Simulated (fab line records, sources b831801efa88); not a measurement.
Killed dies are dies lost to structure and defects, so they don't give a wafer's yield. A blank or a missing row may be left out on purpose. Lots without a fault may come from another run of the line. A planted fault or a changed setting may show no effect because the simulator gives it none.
fab line records | flow sky130 | part 2 of 2: steps 25 to 32 of 32
record lots=5 wafers=15 last_day=49
route steps=708 shown POLY_GATE@222 LDD_N@237
lots that met no fault: from a run of the same line without faults
start_h: hours from the record's first day to the start of the lot's first wafer shown | wait_h: hours since the lot's step before | " the same as in the row above | L1.1+2: a row that stands for several wafers | - no value, or no start given | * or withheld: withheld | < > ~ a bound
route shown NAME@n: a module of which the file shows steps, and the number in the route of the first | usual: mean/standard deviation of fault-free wafers | same: alike in all rows | chamber/n: place in a boat | sites: the reading at each site | _std_site: their standard deviation | _edge_site: outer sites' mean less inner sites' | radius_mm: how far each site lies from the wafer's centre | mask NAME#n: copy n | behind: the tool/chamber that last shaped the wafer | hold: why the lot was held/for how many hours/how that ended | device: the transistor (n, p or np) that didn't switch | end of line: the same wafers' tests at the end of the route | a step without rows: its recipe alone | killed: dies lost to structure and defects at the first sort, not the wafer's yield | map: a wafer's dies, x killed, . not, _ none there
set.NAME: the setting as run; set.NAME@STEP: as run at that earlier step | model.NAME: the simulator's own value behind a step, which no gauge read
lots at some steps of the route; a table a step, a row a wafer
services: from which hour (start_h, from the record's first day; less than 0 if before it) a tool's chamber was out of use, for how many hours, and why
## steps
# step SKY_LDD_N_IMPLANT_09
# recipe species=As energy_kev=20 dose_cm2=7.5e+13 tilt_deg=withheld rotation_deg=113
# usual end_station_pressure_torr=5.31e-06/2.8e-07
# same implant_ion_amu=75
# columns lot.wafer tool chamber start_h wait_h end_station_pressure_torr
L078.3 implanter-03 0 437.76 0.1 5.36e-06
L078.4 " 0 " " 5.41e-06
L078.5 " 0 " " 5.05e-06
L079.3 implanter-02 0 449.72 0.1 5.49e-06
L079.5 " 0 " " 5.07e-06
L079.6 " 0 " " 5.3e-06
L084.2 implanter-02 0 491.10 0.1 5.37e-06
L084.4 " 0 " " 4.97e-06
L084.6 " 0 " " 5.18e-06
L086.1 implanter-02 0 510.68 0.1 5.71e-06
L086.3 " 0 " " 5.25e-06
L086.6 " 0 " " 5.2e-06
L091.2 implanter-03 0 555.75 0.1 5.28e-06
L091.3 " 0 " " 5.85e-06
L091.6 " 0 " " 5.78e-06
# step SKY_LDD_N_IMPLANT_10
# recipe species=As energy_kev=20 dose_cm2=7.5e+13 tilt_deg=withheld rotation_deg=203
# usual end_station_pressure_torr=5.3e-06/3.1e-07
# same implant_ion_amu=75
# columns lot.wafer tool chamber start_h wait_h end_station_pressure_torr
L078.3 implanter-03 0 437.91 0.1 5.1e-06
L078.4 " 0 " " 5.5e-06
L078.5 " 0 " " 5.2e-06
L079.3 implanter-02 0 449.87 0.1 5.8e-06
L079.5 " 0 " " 5.2e-06
L079.6 " 0 " " 5.4e-06
L084.2 implanter-02 0 491.25 0.1 5e-06
L084.4 " 0 " " 5.3e-06
L084.6 " 0 " " 4.9e-06
L086.1 implanter-02 0 510.83 0.1 4.9e-06
L086.3 " 0 " " 5.3e-06
L086.6 " 0 " " 5.3e-06
L091.2 implanter-03 0 555.90 0.1 5.4e-06
L091.3 " 0 " " 5.3e-06
L091.6 " 0 " " 5.5e-06
# step SKY_LDD_N_IMPLANT_11
# recipe species=As energy_kev=20 dose_cm2=7.5e+13 tilt_deg=withheld rotation_deg=293
# usual end_station_pressure_torr=5.34e-06/2.7e-07
# same implant_ion_amu=75
# columns lot.wafer tool chamber start_h wait_h end_station_pressure_torr
L078.3 implanter-03 0 438.06 0.1 5.69e-06
L078.4 " 0 " " 5.71e-06
L078.5 " 0 " " 5.78e-06
L079.3 implanter-02 0 450.02 0.1 5.35e-06
L079.5 " 0 " " 5.06e-06
L079.6 " 0 " " 5.39e-06
L084.2 implanter-02 0 491.40 0.1 4.94e-06
L084.4 " 0 " " 5.6e-06
L084.6 " 0 " " 5.7e-06
L086.1 implanter-02 0 510.98 0.1 5.21e-06
L086.3 " 0 " " 4.71e-06
L086.6 " 0 " " 5.43e-06
L091.2 implanter-03 0 556.05 0.1 5.77e-06
L091.3 " 0 " " 5.19e-06
L091.6 " 0 " " 5.67e-06
# step SKY_LDD_N_IMPLANT_12
# recipe species=BF2 energy_kev=50 dose_cm2=5e+12 tilt_deg=30 rotation_deg=0
# usual end_station_pressure_torr=5.05e-06/2.7e-07
# same implant_ion_amu=49
# columns lot.wafer tool chamber start_h wait_h end_station_pressure_torr
L078.3 implanter-03 0 438.21 0.1 5.21e-06
L078.4 " 0 " " 4.56e-06
L078.5 " 0 " " 5.1e-06
L079.3 implanter-02 0 450.17 0.1 4.74e-06
L079.5 " 0 " " 5.08e-06
L079.6 " 0 " " 4.98e-06
L084.2 implanter-02 0 491.55 0.1 5.3e-06
L084.4 " 0 " " 5.41e-06
L084.6 " 0 " " 4.92e-06
L086.1 implanter-02 0 511.13 0.1 5.02e-06
L086.3 " 0 " " 4.82e-06
L086.6 " 0 " " 5e-06
L091.2 implanter-03 0 556.20 0.1 4.82e-06
L091.3 " 0 " " 5.14e-06
L091.6 " 0 " " 4.79e-06
# step SKY_LDD_N_IMPLANT_13
# recipe species=BF2 energy_kev=50 dose_cm2=5e+12 tilt_deg=30 rotation_deg=90
# usual end_station_pressure_torr=5.04e-06/2.8e-07
# same implant_ion_amu=49
# columns lot.wafer tool chamber start_h wait_h end_station_pressure_torr
L078.3 implanter-03 0 438.36 0.1 4.62e-06
L078.4 " 0 " " 4.87e-06
L078.5 " 0 " " 5.09e-06
L079.3 implanter-02 0 450.32 0.1 4.75e-06
L079.5 " 0 " " 5.31e-06
L079.6 " 0 " " 5.51e-06
L084.2 implanter-02 0 491.70 0.1 5.29e-06
L084.4 " 0 " " 5.42e-06
L084.6 " 0 " " 4.96e-06
L086.1 implanter-02 0 511.28 0.1 5.67e-06
L086.3 " 0 " " 5.52e-06
L086.6 " 0 " " 4.9e-06
L091.2 implanter-03 0 556.35 0.1 4.43e-06
L091.3 " 0 " " 5.49e-06
L091.6 " 0 " " 5.37e-06
# step SKY_LDD_N_IMPLANT_14
# recipe species=BF2 energy_kev=50 dose_cm2=5e+12 tilt_deg=30 rotation_deg=180
# usual end_station_pressure_torr=4.99e-06/2.6e-07
# same implant_ion_amu=49
# columns lot.wafer tool chamber start_h wait_h end_station_pressure_torr
L078.3 implanter-03 0 438.51 0.1 5.1e-06
L078.4 " 0 " " 5.18e-06
L078.5 " 0 " " 4.7e-06
L079.3 implanter-02 0 450.47 0.1 5.33e-06
L079.5 " 0 " " 5e-06
L079.6 " 0 " " 4.78e-06
L084.2 implanter-02 0 491.85 0.1 4.8e-06
L084.4 " 0 " " 5.12e-06
L084.6 " 0 " " 4.83e-06
L086.1 implanter-02 0 511.43 0.1 5.28e-06
L086.3 " 0 " " 4.95e-06
L086.6 " 0 " " 4.82e-06
L091.2 implanter-03 0 556.50 0.1 4.84e-06
L091.3 " 0 " " 4.82e-06
L091.6 " 0 " " 4.59e-06
# step SKY_LDD_N_IMPLANT_15
# recipe species=BF2 energy_kev=50 dose_cm2=5e+12 tilt_deg=30 rotation_deg=270
# usual end_station_pressure_torr=5.02e-06/2.8e-07
# same implant_ion_amu=49
# columns lot.wafer tool chamber start_h wait_h end_station_pressure_torr
L078.3 implanter-03 0 438.66 0.1 4.85e-06
L078.4 " 0 " " 4.86e-06
L078.5 " 0 " " 5.17e-06
L079.3 implanter-02 0 450.62 0.1 4.81e-06
L079.5 " 0 " " 4.84e-06
L079.6 " 0 " " 4.94e-06
L084.2 implanter-02 0 492.00 0.1 4.3e-06
L084.4 " 0 " " 4.79e-06
L084.6 " 0 " " 4.87e-06
L086.1 implanter-02 0 511.58 0.1 5.01e-06
L086.3 " 0 " " 4.81e-06
L086.6 " 0 " " 5.05e-06
L091.2 implanter-03 0 556.65 0.1 4.93e-06
L091.3 " 0 " " 4.78e-06
L091.6 " 0 " " 5.26e-06
# step SKY_LDD_N_STRIP_16
# recipe chemistry=O2/N2 power_w=1400 pressure_mtorr=1500 platen_temp_c=withheld o2_flow_sccm=3000 n2_flow_sccm=300 overash_fraction=0.5
# usual drypump_motor_current_A=6.13/0.19 oes_product_au=0.406/0.0041 strip_time_to_endpoint_s=4.315/0.016
# columns lot.wafer tool chamber start_h wait_h drypump_motor_current_A oes_product_au rf_hours_counter_h strip_time_to_endpoint_s
L078.3 plasma_asher-04 0 438.80 0.1 6.24 0.414 - 4.294
L078.4 " 1 " " 6.10 0.411 - 4.311
L078.5 " 1 " " 6.11 0.401 - 4.308
L079.3 plasma_asher-04 0 450.75 0.1 6.25 0.406 - 4.312
L079.5 " 1 " " 6.09 0.409 - 4.345
L079.6 " 0 " " 6.26 0.408 - 4.330
L084.2 plasma_asher-02 1 492.13 0.1 6.35 0.410 70 4.307
L084.4 " 0 " " 6.08 0.408 - 4.302
L084.6 " 1 " " 6.30 0.404 - 4.303
L086.1 plasma_asher-02 0 511.73 0.1 6.03 0.403 73 4.296
L086.3 " 0 " " 6.08 0.409 - 4.304
L086.6 " 0 " " 6.07 0.400 - 4.308
L091.2 plasma_asher-02 1 556.78 0.1 6.37 0.404 78 4.292
L091.3 " 0 " " 6.03 0.402 - 4.293
L091.6 " 1 " " 6.35 0.408 - 4.304
## services
# columns tool chamber start_h hours kind
krf_scanner-02 - 366.91 1.0 pm
furnace-01 - 367.70 3.7 pm
implanter-02 - 394.68 4.4 repair
iline_stepper-02 - 399.88 2.1 pm
iline_stepper-02 - 407.17 1.7 pm
rie_diel-01 - 413.18 2.8 pm
implanter-03 - 414.65 2.5 repair
implanter-02 - 417.20 6.1 repair
plasma_asher-04 - 421.25 9.0 pm
iline_stepper-02 - 427.36 0.7 repair
rie_diel-01 2 435.89 7.2 repair
krf_scanner-02 - 435.93 0.9 repair
krf_scanner-02 - 439.89 0.8 pm
krf_scanner-02 - 442.30 0.2 repair
rie_diel-01 0 442.65 9.2 repair
implanter-03 - 459.59 5.9 repair
krf_scanner-02 - 470.02 0.8 repair
plasma_asher-04 - 471.61 11.1 repair
rie_diel-01 - 494.05 0.4 repair
furnace-01 - 501.24 3.8 pm
rie_diel-01 1 521.16 13.9 repair
furnace-01 - 534.43 4.1 pm
rie_diel-01 3 538.70 1.2 repair
rie_diel-02 3 547.82 14.2 repair
